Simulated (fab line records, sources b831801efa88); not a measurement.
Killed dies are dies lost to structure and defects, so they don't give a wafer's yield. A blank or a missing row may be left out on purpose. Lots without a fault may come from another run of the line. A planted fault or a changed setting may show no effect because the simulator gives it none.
Chamber matching | flow sky130 | SKY_FIELD_ISO_ETCH_17 on rie_si-01: 4 sister chambers
The step etches Si in HBr/Cl2/O2, target depth 342 nm, time 97.7 s. 4 wafers are shown with their chamber, then 7 later ones without.

WAFERS WITH THEIR CHAMBER
wafer  | chamber | drypump_motor_current_A (A)
L907.2 | 0       | 5.0
L907.4 | 1       | 5.6
L913.1 | 3       | 6.3
L913.2 | 2       | 5.9

WAFERS WITHOUT THEIR CHAMBER
wafer  | drypump_motor_current_A (A)
L913.6 | 5.0
L918.4 | 5.5
L918.5 | 5.9
L918.6 | 6.3
L920.2 | 6.3
L920.3 | 5.0
L920.6 | 5.9

WHICH CHAMBER EACH WENT THROUGH
wafer  | from the rows above | in truth
L913.6 | 0                   | 0
L918.4 | 1                   | 1
L918.5 | 2                   | 2
L918.6 | 3                   | 3
L920.2 | 3                   | 3
L920.3 | 0                   | 0
L920.6 | 2                   | 2
Placed correctly: 7 of 7. Can't be placed from these rows: 0. Placed wrongly: 0.
How it was worked out, from the rows above alone: a wafer's distance from a chamber is the root of the sum, over the readings, of the square of ((its reading less the chamber's mean) divided by the reading's scatter). The wafer belongs to the nearest chamber; if the next one is less than 2 further off, it can't be placed. A chamber's mean is the mean of its shown wafers. The scatter: with one shown wafer a chamber, the root of the mean of the squares of how far each hidden wafer lies from its nearest shown one.
